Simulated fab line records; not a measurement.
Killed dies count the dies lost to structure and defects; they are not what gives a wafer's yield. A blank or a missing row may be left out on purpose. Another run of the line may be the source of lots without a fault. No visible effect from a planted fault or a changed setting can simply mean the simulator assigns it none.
Struck lot and sound lot, side by side :: flow sfqLine :: 15 out of 325 route steps
Sound: the wafers L934.2, L934.5, L934.6. Struck: wafers L941.2, L941.4 (left out: L941.1, a lot-mate that was not struck); the cause follows at the end.
Per side, at each step with rows, come the tool, then ch with its chambers, and then its first start. Under that, the readings that differ: sound wafers :: struck wafers :: difference of the means :: sigmas: that difference in standard deviations of wafers without a fault.
alike: readings whose means differ by less than 2 such deviations, and words and numbers that are the same on both sides. not compared: withheld readings, readings that some wafer has no value for, bounds like >300 that may hide the same value, and numbers for which the record gives no deviation and whose values overlap.
A row with sigmas, a row that says differs or no value, or rows on one side alone: a step with any of these is where the two part. Non-overlapping numbers with no deviation appear without sigmas and do not part them. A reading that every wafer of one side lacks parts them only if that side has two wafers or more.

first, 1 step without rows for these wafers: SFQ_TRILAYER_M1_STRIP_SOLV_CLEAN_044 (cleans in NMP, time 600 s).
SFQ_TRILAYER_I1_DEP_PECVD_045: deposits SiO2 from SiH4/N2O, time 111.11 s, target thk 500 nm.
  sound on pecvd-02 ch 0,2, day 26 02:50; struck on pecvd-01 ch 0,1, day 27 04:31
reading: heaterPowerW (W)
sound: 62 62 78
struck: 99 99
difference: +32
sigmas: +2
  alike: throttleValvePct
SFQ_TRILAYER_I1_CMP_CMP_046: polishes SiO2.
  sound on cmp-02 ch 1,2,3, day 26 10:17; struck on cmp-02 ch 2,3, day 27 06:39
  alike: edgeZonePressureFrac, motorCurrentA, slurryFlowMlMin, timeToEndpointS
SFQ_I1_BOW_MEAS_912:
  sound on filmMetro-04 at day 26 11:48; struck on filmMetro-01 at day 27 09:39
  alike: I1_BOW
SFQ_TRILAYER_I1_METRO_MEASURE_047:
  sound on filmMetro-04 at day 26 12:06; struck on filmMetro-01 at day 27 09:46
  alike: thkNm
then, 6 steps without rows for these wafers: SFQ_TRILAYER_I1_VIA_LITHO_COAT_054 (resist thk 62 nm); SFQ_TRILAYER_I1_VIA_LITHO_COAT_049 (resist thk 650 nm); SFQ_TRILAYER_I1_VIA_LITHO_SOFTBAKE_053; SFQ_TRILAYER_I1_VIA_LITHO_EXPOSE_050 (exposes mask I1, target cd 500 nm); SFQ_TRILAYER_I1_VIA_LITHO_PEB_052 (peb time 60 s); SFQ_TRILAYER_I1_VIA_LITHO_DEVELOP_051 (time 60 s).
-- the record jumps here: 7 days lie between the struck wafers' starts before and after --
SFQ_I1_OVL_MEAS_913:
  sound on overlay-01 at day 33 03:20; struck on overlay-02 at day 33 23:59
  alike: I1_OVL
SFQ_TRILAYER_I1_VIA_BARC_OPEN_VIA_ETCH_071: etches BARC in O2, target depth 125 nm, time 41.7 s.
  sound on rieDiel-04 ch 0,2,3, day 33 03:22; struck on rieDiel-04 ch 0,1, day 34 00:01
reading: model.KrF_of_TRILAYER_I1_VIA_LITHO_COAT_049.thkNm (nm)
sound: 568.9 573.1 570.7
struck: 543.1 547.4
difference: -25.6
sigmas: 
  alike: chamberPressureMTorr, drypumpMotorCurrentA, oesProductAu
  not compared: rfHoursCounterH
SFQ_TRILAYER_I1_VIA_ETCH_VIA_ETCH_052: etches SiO2 in CHF3, stops on Nb, target depth 260 nm.
  sound on rieDiel-04 ch 0,2,3, day 33 03:25; struck on rieDiel-04 ch 0,1, day 34 00:04
reading: model.KrF_of_TRILAYER_I1_VIA_LITHO_COAT_049.thkNm (nm)
sound: 523.6 530.2 525.6
struck: 498.3 504.2
difference: -25.2
sigmas: 
  alike: chamberPressureMTorr, drypumpMotorCurrentA, oesProductAu
SFQ_TRILAYER_I1_VIA_STRIP_STRIP_053: strips in O2.
  sound on rieMetal-04 ch 0,1, day 33 03:32; struck on rieMetal-03 ch 0, day 34 00:11
  alike: chamberPressureMTorr, drypumpMotorCurrentA, oesProductAu
  not compared: rfHoursCounterH

## WHERE THEY PART
Only at SFQ_TRILAYER_I1_DEP_PECVD_045, within this record. Later steps at which nothing parts them and some readings are alike: SFQ_TRILAYER_I1_CMP_CMP_046, SFQ_I1_BOW_MEAS_912, SFQ_TRILAYER_I1_METRO_MEASURE_047, SFQ_I1_OVL_MEAS_913, SFQ_TRILAYER_I1_VIA_BARC_OPEN_VIA_ETCH_071, SFQ_TRILAYER_I1_VIA_ETCH_VIA_ETCH_052, SFQ_TRILAYER_I1_VIA_STRIP_STRIP_053.

WHY: whatever the simulator had introduced
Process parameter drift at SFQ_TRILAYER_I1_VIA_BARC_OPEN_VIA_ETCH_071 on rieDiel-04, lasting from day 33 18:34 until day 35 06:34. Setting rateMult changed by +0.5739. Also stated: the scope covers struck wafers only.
